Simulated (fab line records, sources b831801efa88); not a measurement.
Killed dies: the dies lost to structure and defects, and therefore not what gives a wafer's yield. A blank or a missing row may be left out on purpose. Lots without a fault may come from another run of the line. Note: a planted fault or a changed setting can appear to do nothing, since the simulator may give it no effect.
Which tool is to blame? || flow gf180mcu || Sampling: 13 lots, 39 wafers, 4 of 602 route steps

## WHAT EACH GAUGE READ, for each wafer
GF_V2_CD_MEAS_14: the cd target is 260 nm.
{"lot": "L515", "measured": "day 20 02:05", "on": "cd_sem-02", "cd_nm (nm)": "259.5 259.3 259.1"}
{"lot": "L516", "measured": "day 21 00:04", "on": "cd_sem-01", "cd_nm (nm)": "259.6 259.6 260.1"}
{"lot": "L517", "measured": "day 21 03:31", "on": "cd_sem-01", "cd_nm (nm)": "258.2 256.3 257.9"}
{"lot": "L518", "measured": "day 21 06:33", "on": "cd_sem-02", "cd_nm (nm)": "256.6 256.9 256.5"}
{"lot": "L519", "measured": "day 22 02:43", "on": "cd_sem-02", "cd_nm (nm)": "261.7 261.0 261.4"}
{"lot": "L521", "measured": "day 22 14:01", "on": "cd_sem-02", "cd_nm (nm)": "259.2 259.7 260.4"}
{"lot": "L528", "measured": "day 25 01:09", "on": "cd_sem-02", "cd_nm (nm)": "260.3 260.1 262.5"}
{"lot": "L529", "measured": "day 25 08:39", "on": "cd_sem-02", "cd_nm (nm)": "259.8 260.7 260.7"}
{"lot": "L532", "measured": "day 26 05:36", "on": "cd_sem-01", "cd_nm (nm)": "259.6 259.6 259.5"}
{"lot": "L533", "measured": "day 26 15:56", "on": "cd_sem-02", "cd_nm (nm)": "259.1 258.1 258.6"}
{"lot": "L534", "measured": "day 26 20:38", "on": "cd_sem-01", "cd_nm (nm)": "260.7 260.3 260.1"}
{"lot": "L535", "measured": "day 27 02:05", "on": "cd_sem-01", "cd_nm (nm)": "261.1 260.6 260.6"}
{"lot": "L538", "measured": "day 27 22:49", "on": "cd_sem-02", "cd_nm (nm)": "258.2 259.0 258.5"}

GF_V2_THK_MEAS_25: measures by xrf.
{"lot": "L515", "measured": "day 20 03:13", "on": "film_metro-04", "V2_W_THK (nm)": "344 346 342"}
{"lot": "L516", "measured": "day 21 01:13", "on": "film_metro-04", "V2_W_THK (nm)": "334 342 339"}
{"lot": "L517", "measured": "day 21 04:44", "on": "film_metro-04", "V2_W_THK (nm)": "341 346 347"}
{"lot": "L518", "measured": "day 21 07:43", "on": "film_metro-01", "V2_W_THK (nm)": "335 340 332"}
{"lot": "L519", "measured": "day 22 03:52", "on": "film_metro-04", "V2_W_THK (nm)": "346 342 346"}
{"lot": "L521", "measured": "day 22 15:12", "on": "film_metro-01", "V2_W_THK (nm)": "339 338 338"}
{"lot": "L528", "measured": "day 25 02:19", "on": "film_metro-04", "V2_W_THK (nm)": "333 342 343"}
{"lot": "L529", "measured": "day 25 09:49", "on": "film_metro-04", "V2_W_THK (nm)": "344 336 342"}
{"lot": "L532", "measured": "day 26 06:47", "on": "film_metro-01", "V2_W_THK (nm)": "328 327 329"}
{"lot": "L533", "measured": "day 26 17:05", "on": "film_metro-04", "V2_W_THK (nm)": "349 347 347"}
{"lot": "L534", "measured": "day 26 21:48", "on": "film_metro-02", "V2_W_THK (nm)": "335 334 337"}
{"lot": "L535", "measured": "day 27 03:15", "on": "film_metro-02", "V2_W_THK (nm)": "342 345 339"}
{"lot": "L538", "measured": "day 28 00:00", "on": "film_metro-04", "V2_W_THK (nm)": "340 343 346"}

GF_M3_THK_MEAS_06: measures by xrf.
{"lot": "L515", "measured": "day 20 03:55", "on": "film_metro-04", "M3_ALCU_THK (nm)": "451 456 456"}
{"lot": "L516", "measured": "day 21 01:56", "on": "film_metro-03", "M3_ALCU_THK (nm)": "444 455 440"}
{"lot": "L517", "measured": "day 21 05:26", "on": "film_metro-04", "M3_ALCU_THK (nm)": "453 452 459"}
{"lot": "L518", "measured": "day 21 08:25", "on": "film_metro-03", "M3_ALCU_THK (nm)": "446 444 447"}
{"lot": "L519", "measured": "day 22 04:34", "on": "film_metro-03", "M3_ALCU_THK (nm)": "447 454 455"}
{"lot": "L521", "measured": "day 22 15:54", "on": "film_metro-03", "M3_ALCU_THK (nm)": "437 449 452"}
{"lot": "L528", "measured": "day 25 03:01", "on": "film_metro-04", "M3_ALCU_THK (nm)": "447 451 449"}
{"lot": "L529", "measured": "day 25 10:31", "on": "film_metro-03", "M3_ALCU_THK (nm)": "452 448 446"}
{"lot": "L532", "measured": "day 26 07:29", "on": "film_metro-04", "M3_ALCU_THK (nm)": "456 456 448"}
{"lot": "L533", "measured": "day 26 17:47", "on": "film_metro-04", "M3_ALCU_THK (nm)": "442 455 452"}
{"lot": "L534", "measured": "day 26 22:31", "on": "film_metro-04", "M3_ALCU_THK (nm)": "453 460 465"}
{"lot": "L535", "measured": "day 27 03:57", "on": "film_metro-01", "M3_ALCU_THK (nm)": "456 447 462"}
{"lot": "L538", "measured": "day 28 00:42", "on": "film_metro-03", "M3_ALCU_THK (nm)": "453 446 454"}

## EACH LOT AND THE TOOL THAT RAN IT (in order: tool; ch and the chambers of the sampled wafers; start)
{"lot": "L515", "GF_M3_SPUTTER_02": "pvd_sputter-03, day 20 03:42"}
{"lot": "L516", "GF_M3_SPUTTER_02": "pvd_sputter-03, day 21 01:43"}
{"lot": "L517", "GF_M3_SPUTTER_02": "pvd_sputter-02, day 21 05:13"}
{"lot": "L518", "GF_M3_SPUTTER_02": "pvd_sputter-02, day 21 08:11"}
{"lot": "L519", "GF_M3_SPUTTER_02": "pvd_sputter-02, day 22 04:22"}
{"lot": "L521", "GF_M3_SPUTTER_02": "pvd_sputter-03, day 22 15:41"}
{"lot": "L528", "GF_M3_SPUTTER_02": "pvd_sputter-03, day 25 02:48"}
{"lot": "L529", "GF_M3_SPUTTER_02": "pvd_sputter-03, day 25 10:18"}
{"lot": "L532", "GF_M3_SPUTTER_02": "pvd_sputter-04, day 26 07:16"}
{"lot": "L533", "GF_M3_SPUTTER_02": "pvd_sputter-04, day 26 17:33"}
{"lot": "L534", "GF_M3_SPUTTER_02": "pvd_sputter-02, day 26 22:17"}
{"lot": "L535", "GF_M3_SPUTTER_02": "pvd_sputter-04, day 27 03:43"}
{"lot": "L538", "GF_M3_SPUTTER_02": "pvd_sputter-02, day 28 00:29"}
- GF_M3_SPUTTER_02: material AlCu, target thk 450 nm, time 23.9 s.

## AS READ BY THE TOOLS THEMSELVES (means over the sampled wafers that have a number; for cases with no such wafer, the mark the record gives instead)
GF_M3_SPUTTER_02.
{"lot": "L515", "tool": "pvd_sputter-03", "chamber_pressure_pa (Pa)": 0.4003, "throttle_valve_pct (%)": 29.4}
{"lot": "L516", "tool": "pvd_sputter-03", "chamber_pressure_pa (Pa)": 0.4000, "throttle_valve_pct (%)": 30.1}
{"lot": "L517", "tool": "pvd_sputter-02", "chamber_pressure_pa (Pa)": 0.3992, "throttle_valve_pct (%)": 30.5}
{"lot": "L518", "tool": "pvd_sputter-02", "chamber_pressure_pa (Pa)": 0.4001, "throttle_valve_pct (%)": 30.3}
{"lot": "L519", "tool": "pvd_sputter-02", "chamber_pressure_pa (Pa)": 0.3998, "throttle_valve_pct (%)": 30.9}
{"lot": "L521", "tool": "pvd_sputter-03", "chamber_pressure_pa (Pa)": 0.4004, "throttle_valve_pct (%)": 29.8}
{"lot": "L528", "tool": "pvd_sputter-03", "chamber_pressure_pa (Pa)": 0.3779, "throttle_valve_pct (%)": 31.6}
{"lot": "L529", "tool": "pvd_sputter-03", "chamber_pressure_pa (Pa)": 0.3777, "throttle_valve_pct (%)": 31.2}
{"lot": "L532", "tool": "pvd_sputter-04", "chamber_pressure_pa (Pa)": 0.4004, "throttle_valve_pct (%)": 29.7}
{"lot": "L533", "tool": "pvd_sputter-04", "chamber_pressure_pa (Pa)": 0.4003, "throttle_valve_pct (%)": 29.7}
{"lot": "L534", "tool": "pvd_sputter-02", "chamber_pressure_pa (Pa)": 0.3999, "throttle_valve_pct (%)": 29.8}
{"lot": "L535", "tool": "pvd_sputter-04", "chamber_pressure_pa (Pa)": 0.3997, "throttle_valve_pct (%)": 30.2}
{"lot": "L538", "tool": "pvd_sputter-02", "chamber_pressure_pa (Pa)": 0.3991, "throttle_valve_pct (%)": 31.0}

## THE ANSWER, worked out from the rows above alone
Rule: the lots themselves supply what counts as usual. Put in order of their means at a reading, lots are off if they are a third of the lots or fewer, leave a main group of 4 or more, and stand apart from it by a gap of 3 or more times the standard deviation of the main group's means; of several such gaps the widest counts. If all means in a main group match to the digits the tables above print for the reading, that group is not used. A lot without any number at a reading at which 4 lots or more have one is off too. The other lots that the step has rows for count as sound. The gauges are gone through in route order, then the tools' own readings, and for those a lot's mean is taken as printed above. The first step at which some lot is off is used, and at that step the reading that is off furthest; a lot without a number counts as furthest.
Off: L528, L529, at GF_M3_SPUTTER_02 (chamber_pressure_pa). For the main group the mean is 0.3999 Pa and the standard deviation 0.00043.
A tool fits if, at that step or a process step before it, it ran every lot that is off, and no sound lot after the first of them. One fits: pvd_sputter-03 at GF_M3_SPUTTER_02. Its last sound lot is L521 (day 22 15:41), its first lot that is off L528 (day 25 02:48): a fault that began between those two fits.
The tool's own readings at GF_M3_SPUTTER_02 bear it out: on the lots that are off they differ by more than 5 times the standard deviation of the sound lots' means. chamber_pressure_pa reads 0.3778 Pa there against 0.3999 Pa on the sound lots.

## WHAT THE SIMULATOR PUT IN
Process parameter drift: pvd_sputter-03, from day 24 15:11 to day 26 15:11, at GF_M3_SPUTTER_02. The setting chamber_pressure_pa was moved by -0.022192, starting from 0.4. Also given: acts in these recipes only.
Struck lots among those shown: L528, L529. This agrees with what the rule above found.
